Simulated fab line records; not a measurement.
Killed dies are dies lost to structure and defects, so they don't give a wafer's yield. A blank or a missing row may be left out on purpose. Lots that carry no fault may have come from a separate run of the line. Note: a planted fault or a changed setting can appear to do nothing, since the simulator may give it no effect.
Comparing a struck lot with a sound one	flow sky130	44 out of 708 route steps
Sound: the wafers L747.1, L747.2, L747.3. The struck wafers were L750.1, L750.2, L750.5. The cause comes at the end.
At each step with rows: each side's tool, then ch and its chambers, then its first start. Under that, the readings that differ: sound wafers	struck wafers	difference of the means	sigmas: that difference in standard deviations of wafers without a fault.
alike: a reading whose means differ by less than 2 such deviations, as well as words and numbers matching on both sides. not compared: withheld readings; readings where some wafer has no value; bounds like >300 that might hide an equal value; numbers whose values overlap and for which the record gives no deviation.
The two part at a step that has a row with sigmas, a row that says differs or no value, or rows on one side only. When numbers do not overlap yet have no deviation, they are printed without sigmas and do not part them. Lack of a reading on every wafer of one side parts them only where that side has two or more wafers.

first, 3 steps without rows for these wafers: SKY_VT_ADJUST_NCORE_EXPOSE_04 (exposes mask LVTN COMPLEMENT THIN, target cd 380 nm); SKY_VT_ADJUST_NCORE_PEB_05; SKY_VT_ADJUST_NCORE_DEVELOP_06 (develop time 60 s).
SKY_VT_ADJUST_NCORE_CD_MEAS_07: target cd 380 nm.
  sound on cd sem-02, day 9 00:23; struck on cd sem-01, day 10 02:14
  alike: cd nm
SKY_VT_ADJUST_NCORE_OVL_MEAS_08:
  sound on overlay-02, day 9 00:31; struck on overlay-01, day 10 02:21
  alike: VT_ADJUST_NCORE_OVL
then, 1 step without rows for these wafers: SKY_VT_ADJUST_NCORE_IMPLANT_09.
SKY_VT_ADJUST_NCORE_STRIP_10: strips in O2/N2.
  sound on plasma asher-04 ch 0,1, day 9 00:42; struck on plasma asher-04 ch 0,1, day 10 02:32
  alike: drypump motor current A, oes product au, strip time to endpoint s
  not compared: rf hours counter h
SKY_VT_ADJUST_NCORE_TW_MEAS_11:
  sound on film metro-04, day 9 00:48; struck on film metro-03, day 10 02:38
  alike: VT_ADJUST_NCORE_TW
then, 4 steps without rows for these wafers: SKY_VT_ADJUST_HVTR_DEHYDRATE_00 (time 60 s); SKY_VT_ADJUST_HVTR_HMDS_01 (prime time 60 s); SKY_VT_ADJUST_HVTR_COAT_02 (resist thk 1140 nm); SKY_VT_ADJUST_HVTR_SOFTBAKE_03 (time 60 s).
SKY_VT_ADJUST_HVTR_EXPOSE_04: exposes mask HVTRM, target cd 380 nm.
  sound on iline stepper-01 ch 0, day 9 09:05; struck on iline stepper-01 ch 0, day 10 13:31
reading	sound	struck	difference	sigmas
mask	HVTRM#0 HVTRM#0 HVTRM#0	TUNM#0 TUNM#0 TUNM#0	differs	
  alike: reticle temp C
then, 2 steps without rows for these wafers: SKY_VT_ADJUST_HVTR_PEB_05; SKY_VT_ADJUST_HVTR_DEVELOP_06 (develop time 60 s).
SKY_VT_ADJUST_HVTR_CD_MEAS_07: target cd 380 nm.
  sound on cd sem-01, day 9 18:41; struck on cd sem-01, day 11 01:26
reading	sound	struck	difference	sigmas
cd nm (nm)	380.0 379.7 380.4	- - -	no value on the struck wafers	
SKY_VT_ADJUST_HVTR_OVL_MEAS_08:
  sound on overlay-02, day 9 18:49; struck on overlay-01, day 11 01:33
reading	sound	struck	difference	sigmas
VT_ADJUST_HVTR_OVL (nm)	2.6 2.0 2.2	- - -	no value on the struck wafers	
then, 1 step without rows for these wafers: SKY_VT_ADJUST_HVTR_IMPLANT_09.
SKY_VT_ADJUST_HVTR_STRIP_10: strips in O2/N2.
  sound on plasma asher-01 ch 0,1, day 9 19:00; struck on plasma asher-01 ch 0,1, day 11 01:44
  alike: drypump motor current A, oes product au, strip time to endpoint s
  not compared: rf hours counter h
SKY_VT_ADJUST_HVTR_TW_MEAS_11:
  sound on film metro-02, day 9 19:06; struck on film metro-02, day 11 01:50
reading	sound	struck	difference	sigmas
VT_ADJUST_HVTR_TW	211.6 212.1 211.8	30.3 30.2 30.4	-181.5	-99 or more
then, 7 steps without rows for these wafers: SKY_VT_ADJUST_PCH_DEHYDRATE_00 (time 60 s); SKY_VT_ADJUST_PCH_HMDS_01 (prime time 60 s); SKY_VT_ADJUST_PCH_COAT_02 (resist thk 3000 nm); SKY_VT_ADJUST_PCH_SOFTBAKE_03; SKY_VT_ADJUST_PCH_EXPOSE_04 (exposes mask NWM, target cd 840 nm); SKY_VT_ADJUST_PCH_PEB_05; SKY_VT_ADJUST_PCH_DEVELOP_06 (develop time 60 s).
SKY_VT_ADJUST_PCH_OVL_MEAS_07:
  sound on overlay-02, day 10 16:56; struck on overlay-01, day 12 01:11
  alike: VT_ADJUST_PCH_OVL
then, 1 step without rows for these wafers: SKY_VT_ADJUST_PCH_IMPLANT_08.
SKY_VT_ADJUST_PCH_STRIP_09: strips in O2/N2.
  sound on plasma asher-03 ch 0,1, day 10 17:07; struck on plasma asher-01 ch 0,1, day 12 01:23
  alike: drypump motor current A, oes product au, strip time to endpoint s
  not compared: rf hours counter h
SKY_VT_ADJUST_PCH_TW_MEAS_10:
  sound on film metro-04, day 10 17:13; struck on film metro-03, day 12 01:29
  alike: VT_ADJUST_PCH_TW
then, 7 steps without rows for these wafers: SKY_SONOS_TUNNEL_DEHYDRATE_00 (time 60 s); SKY_SONOS_TUNNEL_HMDS_01 (prime time 60 s); SKY_SONOS_TUNNEL_COAT_02 (resist thk 1140 nm); SKY_SONOS_TUNNEL_SOFTBAKE_03 (time 60 s); SKY_SONOS_TUNNEL_EXPOSE_04 (exposes mask TUNM, target cd 410 nm); SKY_SONOS_TUNNEL_PEB_05; SKY_SONOS_TUNNEL_DEVELOP_06 (develop time 60 s).
SKY_SONOS_TUNNEL_CD_MEAS_07: target cd 410 nm.
  sound on cd sem-01, day 11 16:26; struck on cd sem-01, day 13 01:20
  alike: cd nm
SKY_SONOS_TUNNEL_OVL_MEAS_08:
  sound on overlay-01, day 11 16:33; struck on overlay-02, day 13 01:27
  alike: SONOS_TUNNEL_OVL
then, 2 steps without rows for these wafers: SKY_SONOS_TUNNEL_IMPLANT_09; SKY_SONOS_TUNNEL_WET_ETCH_10 (etches SiO2 in dHF, target depth 14 nm, time 280 s).
SKY_SONOS_TUNNEL_TW_MEAS_12:
  sound on film metro-03, day 11 17:00; struck on film metro-03, day 13 01:55
reading	sound	struck	difference	sigmas
SONOS_TUNNEL_TW	199.2 200.3 199.1	252.8 252.6 252.9	+53.2	+54
-- here the record skips 34 days between the struck wafers' starts before and after, leaving off in module SONOS_TUNNEL and picking up in module PAD_OPEN (first step shown: number 708 of the route) --
SKY_PAD_OPEN_PROBE_99:
  record: rows for the struck wafers here (prober-02, day 47 06:09), none for the sound ones

WHERE THEY PART
At SKY_VT_ADJUST_HVTR_EXPOSE_04 first; at SKY_PAD_OPEN_PROBE_99 last (within this record only).

WHY: whatever the simulator had introduced
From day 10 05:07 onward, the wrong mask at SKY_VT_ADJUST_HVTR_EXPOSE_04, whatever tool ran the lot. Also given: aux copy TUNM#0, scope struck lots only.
